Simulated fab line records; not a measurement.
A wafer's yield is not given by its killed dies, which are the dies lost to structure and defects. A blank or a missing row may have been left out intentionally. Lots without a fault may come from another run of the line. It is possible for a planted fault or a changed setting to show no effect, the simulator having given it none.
fab line records | flow sky130 | part 2 of 2: steps 31 to 41 of 41
[record] lots = 5 wafers = 15 lastDay = 50
route steps=708 shown SONOS_ONO@174 GATE_OXIDE@187 POLY_GATE@204 RES_PROTECT@206
lots that met no fault: taken from a fault-free run of the same line
startH: hours from the record's first day to the start of the lot's first wafer shown | waitH: how many hours have passed since the lot's step before this one | " identical to the entry in the row above | L1.1+2: one row covering several wafers at once | - no value, or no start was given | * or withheld: withheld | < > ~ a bound
route shown NAME@n: names a module that has steps shown in the file, with the first one's number in the route | usual: the fault-free wafers' mean and standard deviation | same: alike in all rows | chamber/n: place in a boat | sites: per-site readings | _std_site: how widely they spread, as a standard deviation | _edge_site: outer sites' mean less inner sites' | radiusMm: for every site, how far away it sits from the centre of the wafer | mask NAME#n: copy n | behind: tool/chamber where the wafer was last shaped | hold: what put the lot on hold/how long, in hours/how the hold closed | device: whichever transistor did not switch (one of n, p or np) | end of line: tests of these same wafers at the route's end | where a step has no rows: the recipe by itself | killed: not the wafer's yield, but the dies lost to structure and defects at the first sort | map: a wafer's dies, x killed, . not, _ none there
set.NAME: the setting as run; set.NAME@STEP: as run at that earlier step | model.NAME: the simulator's own value behind a step, which no gauge read
lots at selected steps of the route; one table per step, one row per wafer
services: when a tool's chamber went out of use (startH, in hours from the record's first day, below 0 if earlier), for how many hours, and the reason
[[steps]]
[step SKY_POLY_GATE_CVD_00]
[recipe] material = poly-Si targetThkNm = 180 tempC = 620 timeS = 720 pressureMtorr = 200
[usual] spikeTcTopC = 641.0/1.1
// columns lot.wafer tool chamber startH waitH spikeTcTopC
L081.1 lpcvd-01 0 387.77 0.0 640.1
L081.3 " 0 " " 642.2
L081.6 " 0 " " 641.8
L091.1 lpcvd-01 0 451.74 0.0 641.7
L091.2 " 0 " " 641.7
L091.4 " 0 " " 641.9
L092.1 lpcvd-01 1 463.01 0.0 639.5
L092.5 " 1 " " 640.6
L092.6 " 1 " " 639.4
L093.2 lpcvd-01 1 476.79 0.0 641.4
L093.5 " 1 " " 638.9
L093.6 " 1 " " 640.9
L097.2 lpcvd-01 1 509.00 0.0 641.1
L097.5 " 1 " " 640.7
L097.6 " 1 " " 641.4
[step SKY_POLY_GATE_THK_MEAS_01]
[recipe] reads = poly-Si_of_POLY_GATE_CVD_00
[usual] POLY_GATE_CVD_00_THK = 180.6/1.9
// columns lot.wafer tool chamber startH waitH POLY_GATE_CVD_00_THK[nm]
L081.1 filmMetro-03 - 388.97 0.0 178.2
L081.3 " - " " 177.6
L081.6 " - " " 179.7
L091.1 filmMetro-01 - 452.94 0.0 186.1
L091.2 " - " " 183.4
L091.4 " - " " 183.4
L092.1 filmMetro-01 - 464.21 0.0 178.5
L092.5 " - " " 179.2
L092.6 " - " " 177.8
L093.2 filmMetro-02 - 478.00 0.0 179.0
L093.5 " - " " 180.3
L093.6 " - " " 178.3
L097.2 filmMetro-01 - 510.21 0.0 180.9
L097.5 " - " " 179.9
L097.6 " - " " 182.5
[step SKY_RES_PROTECT_DEHYDRATE_00]
[recipe] tempC = 200 timeS = 60
// columns lot.wafer tool chamber startH waitH
L081.1+3+6 lithoTrack-01 0 403.46 14.5
L091.1+2+4 lithoTrack-02 0 468.32 15.4
L092.1+5+6 lithoTrack-03 0 478.81 14.6
L093.2+5+6 lithoTrack-01 0 492.19 14.2
L097.2+5+6 lithoTrack-03 0 524.08 13.9
[step SKY_RES_PROTECT_HMDS_01]
[recipe] primeTimeS = 60 primeTempC = 120
[usual] primeTempC = 120.03/0.15
// columns lot.wafer tool chamber startH waitH primeTempC
L081.1 lithoTrack-01 0 403.61 0.1 119.89
L081.3 " 0 " " 119.91
L081.6 " 0 " " 119.99
L091.1 lithoTrack-02 0 468.47 0.1 120.19
L091.2 " 0 " " 120.22
L091.4 " 0 " " 120.38
L092.1 lithoTrack-03 0 478.96 0.1 120.00
L092.5 " 0 " " 119.91
L092.6 " 0 " " 120.15
L093.2 lithoTrack-01 0 492.34 0.1 120.13
L093.5 " 0 " " 119.97
L093.6 " 0 " " 120.03
L097.2 lithoTrack-03 0 524.23 0.1 119.61
L097.5 " 0 " " 120.02
L097.6 " 0 " " 119.99
[step SKY_RES_PROTECT_COAT_02]
[recipe] resist = NOVOLAK spinRpm = 3000 resistThkNm = 1140
// columns lot.wafer tool chamber startH waitH
L081.1+3+6 lithoTrack-01 0 403.76 0.1
L091.1+2+4 lithoTrack-02 0 468.62 0.1
L092.1+5+6 lithoTrack-03 0 479.11 0.1
L093.2+5+6 lithoTrack-01 0 492.49 0.1
L097.2+5+6 lithoTrack-03 0 524.38 0.1
[step SKY_RES_PROTECT_SOFTBAKE_03]
[recipe] tempC = 90 timeS = 60 resist = NOVOLAK
// columns lot.wafer tool chamber startH waitH
L081.1+3+6 lithoTrack-01 0 403.91 0.1
L091.1+2+4 lithoTrack-02 0 468.77 0.1
L092.1+5+6 lithoTrack-03 0 479.26 0.1
L093.2+5+6 lithoTrack-01 0 492.64 0.1
L097.2+5+6 lithoTrack-03 0 524.53 0.1
[step SKY_RES_PROTECT_EXPOSE_04]
[recipe] maskId = RPM na = 0.6 sourceShape = conventional sigmaOuter = 0.6 polarization = unpolarized targetCdNm = 1270 doseMj = 131
[usual] focusOffsetNm = 0.0/0.59
// columns lot.wafer tool chamber startH waitH mask focusOffsetNm
L081.1 ilineStepper-02 0 - - RPM#0 0.3
L081.3 " 0 " " RPM#0 -0.6
L081.6 " 0 " " RPM#0 -0.7
L091.1 ilineStepper-02 0 - - RPM#0 -0.7
L091.2 " 0 " " RPM#0 -0.8
L091.4 " 0 " " RPM#0 -0.2
L092.1 ilineStepper-01 0 - - RPM#0 -0.4
L092.5 " 0 " " RPM#0 0.8
L092.6 " 0 " " RPM#0 -0.2
L093.2 ilineStepper-01 0 - - RPM#0 1.8
L093.5 " 0 " " RPM#0 0.6
L093.6 " 0 " " RPM#0 1.2
L097.2 ilineStepper-02 0 - - RPM#0 -0.2
L097.5 " 0 " " RPM#0 -0.1
L097.6 " 0 " " RPM#0 -0.2
[step SKY_RES_PROTECT_PEB_05]
[recipe] tempC = withheld timeS = * resist = NOVOLAK
// columns lot.wafer tool chamber startH waitH
L081.1+3+6 lithoTrack-01 0 - -
L091.1+2+4 lithoTrack-01 0 - -
L092.1+5+6 lithoTrack-02 0 - -
L093.2+5+6 lithoTrack-02 0 - -
L097.2+5+6 lithoTrack-01 0 - -
[step SKY_RES_PROTECT_DEVELOP_06]
[recipe] resist = NOVOLAK developer = TMAH developTimeS = 60 devTempC = 23
// columns lot.wafer tool chamber startH waitH
L081.1+3+6 lithoTrack-01 0 418.46 0.1
L091.1+2+4 lithoTrack-01 0 482.81 0.1
L092.1+5+6 lithoTrack-02 0 493.97 0.1
L093.2+5+6 lithoTrack-02 0 507.74 0.1
L097.2+5+6 lithoTrack-01 0 539.49 0.1
[step SKY_POLY_GATE_IMPLANT_02]
[recipe] species = P energyKev = 30 doseCm2 = 7.7e+15 tiltDeg = 0
[usual] beamEnergyKeV = 30.000/0.0091 endStationPressureTorr = 1.01e-05/7.3e-07
// columns lot.wafer tool chamber startH waitH beamEnergyKeV endStationPressureTorr
L081.1 implanter-02 0 418.61 0.1 29.999 1.1e-05
L081.3 " 0 " " 30.003 1.03e-05
L081.6 " 0 " " 30.003 1.09e-05
L091.1 implanter-02 0 482.96 0.1 30.005 1.08e-05
L091.2 " 0 " " 30.005 1.17e-05
L091.4 " 0 " " 29.997 1.11e-05
L092.1 implanter-02 0 494.12 0.1 30.009 1.05e-05
L092.5 " 0 " " 30.001 1.03e-05
L092.6 " 0 " " 29.986 9.9e-06
L093.2 implanter-02 0 507.89 0.1 29.999 1.13e-05
L093.5 " 0 " " 30.011 1.04e-05
L093.6 " 0 " " 29.980 1.1e-05
L097.2 implanter-04 0 539.64 0.1 29.987 1.01e-05
L097.5 " 0 " " 29.996 9.9e-06
L097.6 " 0 " " 29.989 9.1e-06
[step SKY_RES_PROTECT_STRIP_07]
[recipe] chemistry = O2/N2 powerW = 1400 pressureMtorr = 1500 platenTempC = withheld o2FlowSccm = 3000 n2FlowSccm = 300 overashFraction = 0.5
[usual] drypumpMotorCurrentA = 5.7/0.37 oesProductAu = 0.517/0.0043 stripTimeToEndpointS = 23.29/0.049
// columns lot.wafer tool chamber startH waitH drypumpMotorCurrentA oesProductAu rfHoursCounterH stripTimeToEndpointS
L081.1 plasmaAsher-04 0 418.76 0.1 5.9 0.517 70 23.34
L081.3 " 1 " " 5.2 0.514 - 23.30
L081.6 " 0 " " 5.9 0.519 - 23.32
L091.1 plasmaAsher-02 1 483.11 0.1 5.8 0.517 37 23.31
L091.2 " 0 " " 6.5 0.516 37 23.33
L091.4 " 0 " " 6.5 0.519 - 23.25
L092.1 plasmaAsher-04 0 494.27 0.1 6.0 0.516 77 23.35
L092.5 " 0 " " 5.9 0.521 - 23.24
L092.6 " 1 " " 5.2 0.525 - 23.32
L093.2 plasmaAsher-04 0 508.02 0.1 5.9 0.510 79 23.28
L093.5 " 1 " " 5.2 0.522 - 23.26
L093.6 " 0 " " 5.9 0.513 - 23.27
L097.2 plasmaAsher-04 0 539.76 0.1 6.0 0.515 82 23.26
L097.5 " 0 " " 6.0 0.507 - 23.23
L097.6 " 1 " " 5.2 0.505 - 23.21
[[services]]
// columns tool chamber startH hours kind
rieDiel-04 3 320.76 3.6 repair
rieDiel-04 1 328.93 5.1 repair
plasmaAsher-02 - 348.16 2.6 repair
ilineStepper-02 - 350.07 21.9 repair
rieDiel-04 2 354.81 1.7 repair
wetBench-04 - 363.93 1.6 repair
plasmaAsher-03 - 366.23 0.7 repair
ilineStepper-01 - 387.34 1.7 pm
plasmaAsher-04 - 389.71 2.9 repair
lpcvd-01 - 398.51 0.7 repair
furnace-01 - 401.63 3.1 pm
furnace-01 - 418.75 2.9 pm
plasmaAsher-01 - 421.25 9.0 pm
wetBench-02 - 427.70 3.3 repair
ilineStepper-02 - 464.95 1.7 pm
furnace-02 - 468.56 4.8 pm
rieDiel-04 - 468.75 14.6 pm
rieDiel-04 1 492.24 8.6 repair
rieDiel-04 2 492.76 9.0 repair
rieDiel-04 0 496.65 2.7 repair
lpcvd-01 - 514.07 6.1 pm
plasmaAsher-02 - 525.00 2.8 repair
ilineStepper-01 - 525.56 21.2 repair
rieDiel-04 3 528.79 6.0 repair
